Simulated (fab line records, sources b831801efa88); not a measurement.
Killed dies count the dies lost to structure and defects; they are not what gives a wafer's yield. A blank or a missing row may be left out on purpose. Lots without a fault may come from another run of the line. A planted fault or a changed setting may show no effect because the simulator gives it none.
Chamber matching ; flow sfq line ; SFQ_TRILAYER_I0_DEP_PECVD_027 on pecvd-04 has 3 sister chambers
The step deposits SiO2 from SiH4/N2O, time 111.11 s, target thk 500 nm. 14 wafers are shown with their chamber, then 6 later ones without.

## WAFERS PAIRED WITH THEIR CHAMBERS
wafer;chamber;throttle valve pct (%);heater power outer w (W);heater power w (W)
L660.1;2;22.3;12;61
L660.2;0;24.8;25;78
L660.3;1;23.8;35;77
L662.1;2;22.1;18;71
L662.2;0;24.9;18;72
L662.5;1;24.1;34;78
L666.1;1;24.0;45;90
L666.2;2;22.3;12;61
L666.3;1;24.1;46;92
L667.1;0;24.9;19;72
L667.3;2;22.2;11;62
L667.6;0;25.2;21;74
L676.4;0;25.1;17;69
L676.5;2;22.4;18;72

SIGNATURES, as means of the wafers listed above
reading;chamber 0;chamber 1;chamber 2;scatter within a chamber
throttle valve pct;24.980;24.000;22.260;0.141
heater power outer w;20.00;40.00;14.20;4.38
heater power w;73.00;84.25;65.40;5.67
Rule: for a wafer and a chamber, the distance is found by dividing, reading by reading, the gap between the wafer's reading and the chamber's mean by the reading's scatter, squaring, summing and taking the root. If the next closest chamber is less than 2 further off than the closest, the wafer can't be placed; otherwise it belongs to the closest. How the scatter is found: for the shown wafers, subtract from each reading the mean of its chamber, square and add these, divide the total by (wafers less chambers), then take the root.

## WAFERS WHOSE CHAMBER IS MISSING
wafer;throttle valve pct (%);heater power outer w (W);heater power w (W)
L679.1;25.2;25;82
L679.3;24.1;37;81
L679.6;25.4;27;82
L680.1;25.4;23;76
L680.4;24.1;33;77
L680.5;25.3;25;80

## CHAMBER TAKEN BY EACH
wafer;from the rows above;in truth
L679.1;0;0
L679.3;1;1
L679.6;0;0
L680.1;0;0
L680.4;1;1
L680.5;0;0
Placed correctly: 6 of 6. Number that these rows cannot place: 0. Number placed wrongly: 0.
